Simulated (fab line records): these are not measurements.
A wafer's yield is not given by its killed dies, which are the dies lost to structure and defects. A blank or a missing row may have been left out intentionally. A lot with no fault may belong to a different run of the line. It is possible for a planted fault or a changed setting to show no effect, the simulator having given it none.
Commonality check across tools	flow gf180mcu	Lots sampled 11, wafers sampled 33

== WHY THIS WAS OPENED ==
At GF_V3_RS_MEAS_24 the reading V3_W_RS is flagged on 2 of 11 lots. Wafers without a fault read 0.328 ohm/sq, standard deviation 0.0033.
Rule: flag the lot when none of its wafers has a number, or when each of its wafers that has one lies beyond 4 standard deviations from that mean. The rest of the lots are taken to be sound.

lot	measured	on	V3_W_RS (ohm/sq), wafer by wafer	flag
L458	day 22 21:13	film_metro-01	0.325 0.330 0.329	
L460	day 23 19:04	film_metro-01	0.328 0.327 0.324	
L465	day 25 04:42	film_metro-01	0.303 0.306 0.304	FLAGGED
L466	day 25 13:25	film_metro-03	0.303 0.303 0.303	FLAGGED
L472	day 27 11:46	film_metro-02	0.328 0.331 0.324	
L474	day 28 07:31	film_metro-01	0.331 0.332 0.334	
L475	day 28 11:02	film_metro-03	0.330 0.327 0.328	
L476	day 28 17:53	film_metro-01	0.331 0.328 0.330	
L478	day 29 06:40	film_metro-02	0.331 0.334 0.329	
L479	day 29 18:42	film_metro-02	0.328 0.327 0.331	
L480	day 29 22:49	film_metro-03	0.330 0.325 0.331	
Average over the flagged lots: 0.304 ohm/sq; offset from the usual -0.024 ohm/sq, equal to -7 standard deviations.

== TOOL THAT RAN EACH LOT ==
Before the reading, the record contains 2 process steps out of a 602-step route. In each cell: the tool, then ch and the chambers that the sampled wafers went through, then the start.
lot	flag	GF_M3_STRIP_17	GF_V3_CVD_23
L458		plasma_asher-04 ch 0,1, day 21 19:49	cvd_w-01 ch 0,1, day 22 21:06
L460		plasma_asher-01 ch 0,1, day 22 18:31	cvd_w-02 ch 0,1, day 23 18:57
L465	FLAGGED	plasma_asher-01 ch 0,1, day 24 04:04	cvd_w-02 ch 1, day 25 04:35
L466	FLAGGED	plasma_asher-03 ch 0,1, day 24 13:06	cvd_w-02 ch 0,1, day 25 13:17
L472		plasma_asher-03 ch 0,1, day 26 13:41	cvd_w-01 ch 0,1, day 27 11:38
L474		plasma_asher-03 ch 0,1, day 27 09:26	cvd_w-01 ch 0, day 28 07:22
L475		plasma_asher-04 ch 0,1, day 27 12:55	cvd_w-02 ch 0,1, day 28 10:56
L476		plasma_asher-01 ch 0,1, day 27 19:35	cvd_w-02 ch 0,1, day 28 17:45
L478		plasma_asher-03 ch 0,1, day 28 09:20	cvd_w-02 ch 0,1, day 29 06:32
L479		plasma_asher-01 ch 0,1, day 28 20:26	cvd_w-02 ch 0,1, day 29 18:35
L480		plasma_asher-01 ch 0,1, day 29 01:46	cvd_w-02 ch 0,1, day 29 22:41
What these steps do:
- GF_M3_STRIP_17: strips in O2/N2.
- GF_V3_CVD_23: deposits W, target thk 350 nm, time 104.9 s.
- GF_V3_RS_MEAS_24: measures by four-point-probe.

== FLAGGED OVER TOTAL, TOOL BY TOOL (the gauges that took the reading come last) ==
step	tool	lots run	flagged	share of the flagged lots	sound lots run after its first flagged lot
GF_M3_STRIP_17	plasma_asher-01	5	1	some	3 (L476,L479,L480)
GF_M3_STRIP_17	plasma_asher-03	4	1	some	3 (L472,L474,L478)
GF_M3_STRIP_17	plasma_asher-04	2	0	none	-
GF_V3_CVD_23	cvd_w-01	3	0	none	-
GF_V3_CVD_23	cvd_w-02	8	2	all	5 (L475,L476,L478,L479,L480)
GF_V3_RS_MEAS_24	film_metro-01	5	1	some	2 (L474,L476)
GF_V3_RS_MEAS_24	film_metro-02	3	0	none	-
GF_V3_RS_MEAS_24	film_metro-03	3	1	some	2 (L475,L480)

== WHAT THE TABLE ALLOWS ==
All flagged lots share 1 row of the table, namely cvd_w-02 at GF_V3_CVD_23.
- cvd_w-02 at GF_V3_CVD_23 ran 8 lots, 2 of them flagged. Sound lots followed the first flagged one (L475, L476, L478, L479, L480) on it, something a lasting fault affecting the whole tool could not allow. Its own readings lie more than 4 standard deviations out on every wafer of the flagged lots: susceptor_temp_C.
Every row of the table either missed a flagged lot or ran a sound lot after the first.

== WHAT WAS PUT IN BY THE SIMULATOR ==
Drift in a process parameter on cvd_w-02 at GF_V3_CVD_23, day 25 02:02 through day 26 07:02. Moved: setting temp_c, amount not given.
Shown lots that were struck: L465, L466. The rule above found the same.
